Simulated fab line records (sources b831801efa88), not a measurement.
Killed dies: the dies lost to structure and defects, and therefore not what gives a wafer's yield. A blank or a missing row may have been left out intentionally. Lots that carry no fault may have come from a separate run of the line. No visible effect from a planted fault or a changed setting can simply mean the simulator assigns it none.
Check of tool commonality || flow gf180mcu || 42 wafers sampled across 14 lots

## WHAT PROMPTED THE OPENING
Of 14 lots, 2 have the reading M3_ALCU_THK flagged at GF_M3_THK_MEAS_06. Wafers without a fault read 448 nm, standard deviation 5.4.
Rule: flag the lot when none of its wafers has a number, or when each of its wafers that has one lies beyond 4 standard deviations from that mean. As for the other lots, they are considered sound.

{"lot": "L512", "measured": "day 20 11:02", "on": "film-metro-01", "M3_ALCU_THK (nm), wafer by wafer": "448 445 450", "flag": ""}
{"lot": "L513", "measured": "day 20 23:02", "on": "film-metro-04", "M3_ALCU_THK (nm), wafer by wafer": "447 451 444", "flag": ""}
{"lot": "L514", "measured": "day 21 06:49", "on": "film-metro-01", "M3_ALCU_THK (nm), wafer by wafer": "447 451 443", "flag": ""}
{"lot": "L515", "measured": "day 21 16:37", "on": "film-metro-01", "M3_ALCU_THK (nm), wafer by wafer": "456 454 454", "flag": ""}
{"lot": "L516", "measured": "day 22 10:30", "on": "film-metro-02", "M3_ALCU_THK (nm), wafer by wafer": "495 493 496", "flag": "FLAGGED"}
{"lot": "L517", "measured": "day 22 19:54", "on": "film-metro-02", "M3_ALCU_THK (nm), wafer by wafer": "491 486 495", "flag": "FLAGGED"}
{"lot": "L518", "measured": "day 23 03:31", "on": "film-metro-02", "M3_ALCU_THK (nm), wafer by wafer": "448 448 449", "flag": ""}
{"lot": "L520", "measured": "day 23 15:41", "on": "film-metro-02", "M3_ALCU_THK (nm), wafer by wafer": "453 447 451", "flag": ""}
{"lot": "L524", "measured": "day 25 05:31", "on": "film-metro-01", "M3_ALCU_THK (nm), wafer by wafer": "440 444 436", "flag": ""}
{"lot": "L529", "measured": "day 27 01:13", "on": "film-metro-02", "M3_ALCU_THK (nm), wafer by wafer": "450 451 446", "flag": ""}
{"lot": "L530", "measured": "day 27 03:07", "on": "film-metro-04", "M3_ALCU_THK (nm), wafer by wafer": "445 444 445", "flag": ""}
{"lot": "L531", "measured": "day 27 04:45", "on": "film-metro-01", "M3_ALCU_THK (nm), wafer by wafer": "455 452 457", "flag": ""}
{"lot": "L532", "measured": "day 27 14:04", "on": "film-metro-04", "M3_ALCU_THK (nm), wafer by wafer": "444 455 450", "flag": ""}
{"lot": "L533", "measured": "day 27 22:22", "on": "film-metro-04", "M3_ALCU_THK (nm), wafer by wafer": "454 450 452", "flag": ""}
On average the flagged lots' numbers are 493 nm, which is +45 nm against the usual, or +8 standard deviations.

## LOT BY LOT: THE TOOL USED
Before the reading, the record contains 3 process steps out of a 602-step route. Cell contents, in order: the tool; ch with the chambers the sampled wafers went through; the start.
{"lot": "L512", "flag": "", "GF_M2_SPUTTER_02": "pvd-sputter-04, day 18 06:46", "GF_V2_SPUTTER_21": "pvd-sputter-04, day 20 09:50", "GF_M3_SPUTTER_04": "pvd-sputter-04, day 20 10:52"}
{"lot": "L513", "flag": "", "GF_M2_SPUTTER_02": "pvd-sputter-04, day 18 19:18", "GF_V2_SPUTTER_21": "pvd-sputter-02, day 20 22:01", "GF_M3_SPUTTER_04": "pvd-sputter-01, day 20 22:53"}
{"lot": "L514", "flag": "", "GF_M2_SPUTTER_02": "pvd-sputter-01, day 19 03:09", "GF_V2_SPUTTER_21": "pvd-sputter-02, day 21 05:46", "GF_M3_SPUTTER_04": "pvd-sputter-01, day 21 06:38"}
{"lot": "L515", "flag": "", "GF_M2_SPUTTER_02": "pvd-sputter-01, day 19 13:27", "GF_V2_SPUTTER_21": "pvd-sputter-03, day 21 15:34", "GF_M3_SPUTTER_04": "pvd-sputter-04, day 21 16:27"}
{"lot": "L516", "flag": "FLAGGED", "GF_M2_SPUTTER_02": "pvd-sputter-04, day 20 06:42", "GF_V2_SPUTTER_21": "pvd-sputter-02, day 22 09:28", "GF_M3_SPUTTER_04": "pvd-sputter-04, day 22 10:20"}
{"lot": "L517", "flag": "FLAGGED", "GF_M2_SPUTTER_02": "pvd-sputter-01, day 20 16:27", "GF_V2_SPUTTER_21": "pvd-sputter-04, day 22 18:52", "GF_M3_SPUTTER_04": "pvd-sputter-01, day 22 19:44"}
{"lot": "L518", "flag": "", "GF_M2_SPUTTER_02": "pvd-sputter-04, day 21 00:08", "GF_V2_SPUTTER_21": "pvd-sputter-02, day 23 02:28", "GF_M3_SPUTTER_04": "pvd-sputter-04, day 23 03:20"}
{"lot": "L520", "flag": "", "GF_M2_SPUTTER_02": "pvd-sputter-01, day 21 13:52", "GF_V2_SPUTTER_21": "pvd-sputter-02, day 23 14:38", "GF_M3_SPUTTER_04": "pvd-sputter-01, day 23 15:30"}
{"lot": "L524", "flag": "", "GF_M2_SPUTTER_02": "pvd-sputter-01, day 23 02:16", "GF_V2_SPUTTER_21": "pvd-sputter-04, day 25 02:09", "GF_M3_SPUTTER_04": "pvd-sputter-02, day 25 05:22"}
{"lot": "L529", "flag": "", "GF_M2_SPUTTER_02": "pvd-sputter-01, day 25 04:25", "GF_V2_SPUTTER_21": "pvd-sputter-03, day 27 00:08", "GF_M3_SPUTTER_04": "pvd-sputter-01, day 27 01:02"}
{"lot": "L530", "flag": "", "GF_M2_SPUTTER_02": "pvd-sputter-01, day 25 06:31", "GF_V2_SPUTTER_21": "pvd-sputter-03, day 27 02:05", "GF_M3_SPUTTER_04": "pvd-sputter-02, day 27 02:58"}
{"lot": "L531", "flag": "", "GF_M2_SPUTTER_02": "pvd-sputter-04, day 25 07:25", "GF_V2_SPUTTER_21": "pvd-sputter-04, day 27 03:41", "GF_M3_SPUTTER_04": "pvd-sputter-01, day 27 04:35"}
{"lot": "L532", "flag": "", "GF_M2_SPUTTER_02": "pvd-sputter-04, day 25 17:28", "GF_V2_SPUTTER_21": "pvd-sputter-03, day 27 13:01", "GF_M3_SPUTTER_04": "pvd-sputter-01, day 27 13:53"}
{"lot": "L533", "flag": "", "GF_M2_SPUTTER_02": "pvd-sputter-01, day 26 03:04", "GF_V2_SPUTTER_21": "pvd-sputter-02, day 27 21:19", "GF_M3_SPUTTER_04": "pvd-sputter-01, day 27 22:11"}
What the steps here do:
- GF_M2_SPUTTER_02: material AlCu, target thk 450 nm, time 23.9 s.
- GF_V2_SPUTTER_21: material Ti, target thk 15 nm, time 80.02 s.
- GF_M3_SPUTTER_04: material TiN, target thk 50 nm, time 41.7 s.
- GF_M3_THK_MEAS_06: measures by xrf.

## FLAGGED OVER TOTAL, TOOL BY TOOL (the gauges that took the reading come last)
{"step": "GF_M2_SPUTTER_02", "tool": "pvd-sputter-01", "lots run": 8, "flagged": 1, "share of the flagged lots": "some", "sound lots run after its first flagged lot": "5 (L520,L524,L529,L530,L533)"}
{"step": "GF_M2_SPUTTER_02", "tool": "pvd-sputter-04", "lots run": 6, "flagged": 1, "share of the flagged lots": "some", "sound lots run after its first flagged lot": "3 (L518,L531,L532)"}
{"step": "GF_V2_SPUTTER_21", "tool": "pvd-sputter-02", "lots run": 6, "flagged": 1, "share of the flagged lots": "some", "sound lots run after its first flagged lot": "3 (L518,L520,L533)"}
{"step": "GF_V2_SPUTTER_21", "tool": "pvd-sputter-03", "lots run": 4, "flagged": 0, "share of the flagged lots": "none", "sound lots run after its first flagged lot": "-"}
{"step": "GF_V2_SPUTTER_21", "tool": "pvd-sputter-04", "lots run": 4, "flagged": 1, "share of the flagged lots": "some", "sound lots run after its first flagged lot": "2 (L524,L531)"}
{"step": "GF_M3_SPUTTER_04", "tool": "pvd-sputter-01", "lots run": 8, "flagged": 1, "share of the flagged lots": "some", "sound lots run after its first flagged lot": "5 (L520,L529,L531,L532,L533)"}
{"step": "GF_M3_SPUTTER_04", "tool": "pvd-sputter-02", "lots run": 2, "flagged": 0, "share of the flagged lots": "none", "sound lots run after its first flagged lot": "-"}
{"step": "GF_M3_SPUTTER_04", "tool": "pvd-sputter-04", "lots run": 4, "flagged": 1, "share of the flagged lots": "some", "sound lots run after its first flagged lot": "1 (L518)"}
{"step": "GF_M3_THK_MEAS_06", "tool": "film-metro-01", "lots run": 5, "flagged": 0, "share of the flagged lots": "none", "sound lots run after its first flagged lot": "-"}
{"step": "GF_M3_THK_MEAS_06", "tool": "film-metro-02", "lots run": 5, "flagged": 2, "share of the flagged lots": "all", "sound lots run after its first flagged lot": "3 (L518,L520,L529)"}
{"step": "GF_M3_THK_MEAS_06", "tool": "film-metro-04", "lots run": 4, "flagged": 0, "share of the flagged lots": "none", "sound lots run after its first flagged lot": "-"}

## WHAT THE TABLE ALLOWS
Rows of the table that ran each flagged lot: 1, that is film-metro-02 at GF_M3_THK_MEAS_06.
- film-metro-02 at GF_M3_THK_MEAS_06: 2 of its 5 lots flagged. Sound lots ran on it after the first flagged one (L518, L520, L529), which a lasting fault on the whole tool wouldn't allow.
There is no row in the table that ran each flagged lot and no sound lot after the first.

## WHAT THE SIMULATOR PUT IN
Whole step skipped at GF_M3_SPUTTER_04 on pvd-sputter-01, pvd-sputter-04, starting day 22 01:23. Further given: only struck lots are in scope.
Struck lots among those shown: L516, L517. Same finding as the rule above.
